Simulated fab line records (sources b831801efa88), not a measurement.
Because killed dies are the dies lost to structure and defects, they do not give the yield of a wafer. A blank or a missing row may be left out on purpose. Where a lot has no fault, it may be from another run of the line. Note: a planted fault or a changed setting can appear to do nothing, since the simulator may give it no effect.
Which of the tools did it? || flow gf180mcu || 13 lots with 39 wafers sampled at 5 steps, on a route of 602 steps

== WHAT THE GAUGES READ, wafer by wafer ==
GF_V5_BOW_MEAS_05.
{"lot": "L665", "measured": "day 26 14:20", "on": "film_metro-03", "V5_BOW (um)": "141 136 141"}
{"lot": "L669", "measured": "day 27 15:10", "on": "film_metro-04", "V5_BOW (um)": "140 134 142"}
{"lot": "L670", "measured": "day 27 18:27", "on": "film_metro-04", "V5_BOW (um)": "137 143 132"}
{"lot": "L671", "measured": "day 28 09:11", "on": "film_metro-01", "V5_BOW (um)": "140 150 135"}
{"lot": "L672", "measured": "day 28 14:34", "on": "film_metro-03", "V5_BOW (um)": "113 131 113"}
{"lot": "L674", "measured": "day 29 04:02", "on": "film_metro-01", "V5_BOW (um)": "140 139 130"}
{"lot": "L675", "measured": "day 29 20:18", "on": "film_metro-04", "V5_BOW (um)": "144 128 123"}
{"lot": "L676", "measured": "day 29 23:31", "on": "film_metro-01", "V5_BOW (um)": "145 142 139"}
{"lot": "L678", "measured": "day 30 12:59", "on": "film_metro-03", "V5_BOW (um)": "145 142 146"}
{"lot": "L681", "measured": "day 31 09:32", "on": "film_metro-03", "V5_BOW (um)": "155 147 149"}
{"lot": "L682", "measured": "day 31 12:08", "on": "film_metro-03", "V5_BOW (um)": "137 136 124"}
{"lot": "L685", "measured": "day 32 03:08", "on": "film_metro-04", "V5_BOW (um)": "128 125 124"}
{"lot": "L686", "measured": "day 32 10:31", "on": "film_metro-03", "V5_BOW (um)": "135 139 116"}

GF_TOP_METAL_OVL_MEAS_15.
{"lot": "L665", "measured": "day 28 07:31", "on": "overlay-02", "TOP_METAL_OVL (nm)": "0.7 1.9 1.7"}
{"lot": "L669", "measured": "day 29 08:40", "on": "overlay-01", "TOP_METAL_OVL (nm)": "-0.9 -2.1 -1.9"}
{"lot": "L670", "measured": "day 29 10:43", "on": "overlay-02", "TOP_METAL_OVL (nm)": "1.3 0.0 0.9"}
{"lot": "L671", "measured": "day 30 00:49", "on": "overlay-01", "TOP_METAL_OVL (nm)": "-0.6 -1.8 0.5"}
{"lot": "L672", "measured": "day 30 06:47", "on": "overlay-01", "TOP_METAL_OVL (nm)": "0.0 1.0 0.5"}
{"lot": "L674", "measured": "day 30 19:12", "on": "overlay-01", "TOP_METAL_OVL (nm)": "-0.5 -0.4 -1.0"}
{"lot": "L675", "measured": "day 31 10:07", "on": "overlay-01", "TOP_METAL_OVL (nm)": "-1.0 -0.6 -1.2"}
{"lot": "L676", "measured": "day 31 13:22", "on": "overlay-01", "TOP_METAL_OVL (nm)": "-3.7 -1.2 -2.4"}
{"lot": "L678", "measured": "day 32 02:08", "on": "overlay-02", "TOP_METAL_OVL (nm)": "-1.6 -0.2 -1.0"}
{"lot": "L681", "measured": "day 32 20:59", "on": "overlay-02", "TOP_METAL_OVL (nm)": "0.6 0.3 -1.0"}
{"lot": "L682", "measured": "day 32 23:23", "on": "overlay-01", "TOP_METAL_OVL (nm)": "-1.3 -1.5 -2.6"}
{"lot": "L685", "measured": "day 33 13:41", "on": "overlay-02", "TOP_METAL_OVL (nm)": "2.3 2.1 0.1"}
{"lot": "L686", "measured": "day 33 20:05", "on": "overlay-02", "TOP_METAL_OVL (nm)": "1.5 0.7 1.2"}

GF_PASSIVATION_THK_MEAS_01.
{"lot": "L665", "measured": "day 28 08:24", "on": "film_metro-01", "PASSIVATION_CVD_00_THK (nm)": "979 1008 1011"}
{"lot": "L669", "measured": "day 29 09:31", "on": "film_metro-03", "PASSIVATION_CVD_00_THK (nm)": "1010 1022 1025"}
{"lot": "L670", "measured": "day 29 11:34", "on": "film_metro-01", "PASSIVATION_CVD_00_THK (nm)": "996 1004 1000"}
{"lot": "L671", "measured": "day 30 01:44", "on": "film_metro-01", "PASSIVATION_CVD_00_THK (nm)": "1007 987 990"}
{"lot": "L672", "measured": "day 30 07:39", "on": "film_metro-03", "PASSIVATION_CVD_00_THK (nm)": "1008 1021 1022"}
{"lot": "L674", "measured": "day 30 20:08", "on": "film_metro-02", "PASSIVATION_CVD_00_THK (nm)": "977 1007 994"}
{"lot": "L675", "measured": "day 31 11:21", "on": "film_metro-02", "PASSIVATION_CVD_00_THK (nm)": "1015 1015 1004"}
{"lot": "L676", "measured": "day 31 14:13", "on": "film_metro-03", "PASSIVATION_CVD_00_THK (nm)": "998 1025 1013"}
{"lot": "L678", "measured": "day 32 03:01", "on": "film_metro-01", "PASSIVATION_CVD_00_THK (nm)": "1020 1002 856"}
{"lot": "L681", "measured": "day 32 21:50", "on": "film_metro-03", "PASSIVATION_CVD_00_THK (nm)": "1002 853 991"}
{"lot": "L682", "measured": "day 33 00:16", "on": "film_metro-03", "PASSIVATION_CVD_00_THK (nm)": "1025 1024 1006"}
{"lot": "L685", "measured": "day 33 14:33", "on": "film_metro-01", "PASSIVATION_CVD_00_THK (nm)": "991 1005 1018"}
{"lot": "L686", "measured": "day 33 21:02", "on": "film_metro-02", "PASSIVATION_CVD_00_THK (nm)": "1001 1024 1027"}

== EACH LOT AND THE TOOL THAT RAN IT (in order: tool; ch and the chambers of the sampled wafers; start) ==
{"lot": "L665", "GF_V5_CMP_04": "cmp-01 ch 0,2,3, day 26 14:05", "GF_PASSIVATION_CVD_00": "pecvd-01 ch 0,2, day 28 08:18"}
{"lot": "L669", "GF_V5_CMP_04": "cmp-01 ch 0,3, day 27 14:50", "GF_PASSIVATION_CVD_00": "pecvd-03 ch 0,1, day 29 09:25"}
{"lot": "L670", "GF_V5_CMP_04": "cmp-02 ch 0,1,2, day 27 18:09", "GF_PASSIVATION_CVD_00": "pecvd-02 ch 0,1,2, day 29 11:29"}
{"lot": "L671", "GF_V5_CMP_04": "cmp-01 ch 0,2,3, day 28 08:56", "GF_PASSIVATION_CVD_00": "pecvd-01 ch 0,1,2, day 30 01:39"}
{"lot": "L672", "GF_V5_CMP_04": "cmp-02 ch 0,1, day 28 14:15", "GF_PASSIVATION_CVD_00": "pecvd-01 ch 0,2, day 30 07:34"}
{"lot": "L674", "GF_V5_CMP_04": "cmp-02 ch 1,2,3, day 29 03:44", "GF_PASSIVATION_CVD_00": "pecvd-03 ch 0,1,2, day 30 20:04"}
{"lot": "L675", "GF_V5_CMP_04": "cmp-01 ch 0,3, day 29 19:59", "GF_PASSIVATION_CVD_00": "pecvd-02 ch 0,1, day 31 11:15"}
{"lot": "L676", "GF_V5_CMP_04": "cmp-02 ch 0,2,3, day 29 23:11", "GF_PASSIVATION_CVD_00": "pecvd-03 ch 0,2, day 31 14:08"}
{"lot": "L678", "GF_V5_CMP_04": "cmp-01 ch 0,2,3, day 30 12:44", "GF_PASSIVATION_CVD_00": "pecvd-03 ch 0,1,2, day 32 02:57"}
{"lot": "L681", "GF_V5_CMP_04": "cmp-02 ch 2,3, day 31 09:10", "GF_PASSIVATION_CVD_00": "pecvd-03 ch 0,1,2, day 32 21:46"}
{"lot": "L682", "GF_V5_CMP_04": "cmp-02 ch 2,3, day 31 11:46", "GF_PASSIVATION_CVD_00": "pecvd-01 ch 0,1,2, day 33 00:12"}
{"lot": "L685", "GF_V5_CMP_04": "cmp-01 ch 0,2, day 32 02:52", "GF_PASSIVATION_CVD_00": "pecvd-02 ch 0,2, day 33 14:28"}
{"lot": "L686", "GF_V5_CMP_04": "cmp-01 ch 0,1, day 32 10:14", "GF_PASSIVATION_CVD_00": "pecvd-02 ch 0,1, day 33 20:56"}
- GF_V5_CMP_04: polishes SiO2.
- GF_PASSIVATION_CVD_00: deposits SiO2 from TEOS, target thk 1000 nm, time 111.95 s.

== WHAT THE TOOLS THEMSELVES READ (means of the sampled wafers that have a number; where no wafer has one, the mark that the record gives instead) ==
GF_V5_CMP_04.
{"lot": "L665", "tool": "cmp-01", "motor_current_A (A)": 12.0}
{"lot": "L669", "tool": "cmp-01", "motor_current_A (A)": 11.1}
{"lot": "L670", "tool": "cmp-02", "motor_current_A (A)": 14.0}
{"lot": "L671", "tool": "cmp-01", "motor_current_A (A)": 12.4}
{"lot": "L672", "tool": "cmp-02", "motor_current_A (A)": 13.9}
{"lot": "L674", "tool": "cmp-02", "motor_current_A (A)": 14.1}
{"lot": "L675", "tool": "cmp-01", "motor_current_A (A)": 12.1}
{"lot": "L676", "tool": "cmp-02", "motor_current_A (A)": 14.6}
{"lot": "L678", "tool": "cmp-01", "motor_current_A (A)": 11.7}
{"lot": "L681", "tool": "cmp-02", "motor_current_A (A)": 14.4}
{"lot": "L682", "tool": "cmp-02", "motor_current_A (A)": 14.0}
{"lot": "L685", "tool": "cmp-01", "motor_current_A (A)": 12.6}
{"lot": "L686", "tool": "cmp-01", "motor_current_A (A)": 11.4}

GF_PASSIVATION_CVD_00.
{"lot": "L665", "tool": "pecvd-01", "heater_power_w (W)": 668, "run_length_s (s)": 139.7}
{"lot": "L669", "tool": "pecvd-03", "heater_power_w (W)": 695, "run_length_s (s)": 140.0}
{"lot": "L670", "tool": "pecvd-02", "heater_power_w (W)": 701, "run_length_s (s)": 140.2}
{"lot": "L671", "tool": "pecvd-01", "heater_power_w (W)": 636, "run_length_s (s)": 140.1}
{"lot": "L672", "tool": "pecvd-01", "heater_power_w (W)": 659, "run_length_s (s)": 139.7}
{"lot": "L674", "tool": "pecvd-03", "heater_power_w (W)": 696, "run_length_s (s)": 140.2}
{"lot": "L675", "tool": "pecvd-02", "heater_power_w (W)": 628, "run_length_s (s)": 139.8}
{"lot": "L676", "tool": "pecvd-03", "heater_power_w (W)": 694, "run_length_s (s)": 140.2}
{"lot": "L678", "tool": "pecvd-03", "heater_power_w (W)": 619, "run_length_s (s)": 134.3}
{"lot": "L681", "tool": "pecvd-03", "heater_power_w (W)": 657, "run_length_s (s)": 134.3}
{"lot": "L682", "tool": "pecvd-01", "heater_power_w (W)": 673, "run_length_s (s)": 139.9}
{"lot": "L685", "tool": "pecvd-02", "heater_power_w (W)": 679, "run_length_s (s)": 139.6}
{"lot": "L686", "tool": "pecvd-02", "heater_power_w (W)": 637, "run_length_s (s)": 139.7}

== THE ANSWER, worked out from the rows above alone ==
Rule: the usual values come from the lots themselves. The widest of any qualifying gaps counts: lots, ordered by their means at a reading, are off when they make up no more than a third of the lots, leave a main group of 4 or more, and stand apart from it by 3 or more times the standard deviation of that group's means. A main group is skipped when, at the precision printed for the reading in the tables above, its means are all equal. Also off: a lot with no number at a reading for which 4 or more lots have one. Any other lot the step has rows for is counted as sound. First the gauges in route order, then the tools' own readings, where a lot's mean is used as printed above. The first step at which some lot is off is used, and at that step the reading that is off furthest; a lot without a number counts as furthest.
Off: L678, L681, at GF_PASSIVATION_THK_MEAS_01 (PASSIVATION_CVD_00_THK). The main group: mean 1008 nm, standard deviation 9.5.
A tool fits if, at a process step before that reading, it ran every lot that is off, and no sound lot after the first of them. The gauges at GF_PASSIVATION_THK_MEAS_01 aren't tried: what is off there is off at GF_PASSIVATION_CVD_00 too, on other tools, and a gauge's error can't cause that. One fits: pecvd-03 at GF_PASSIVATION_CVD_00. Its last sound lot is L676 (day 31 14:08), its first lot that is off L678 (day 32 02:57): a fault that began between those two fits.
On the lots that are off, the tool's own readings at GF_PASSIVATION_CVD_00 differ by more than 5 times the standard deviation of the sound lots' means, which bears it out; run_length_s reads 134.3 s there versus 139.9 s on the sound lots.

== WHAT THE SIMULATOR HAD PUT IN ==
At GF_PASSIVATION_CVD_00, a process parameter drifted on pecvd-03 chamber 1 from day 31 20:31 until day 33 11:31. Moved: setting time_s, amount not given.
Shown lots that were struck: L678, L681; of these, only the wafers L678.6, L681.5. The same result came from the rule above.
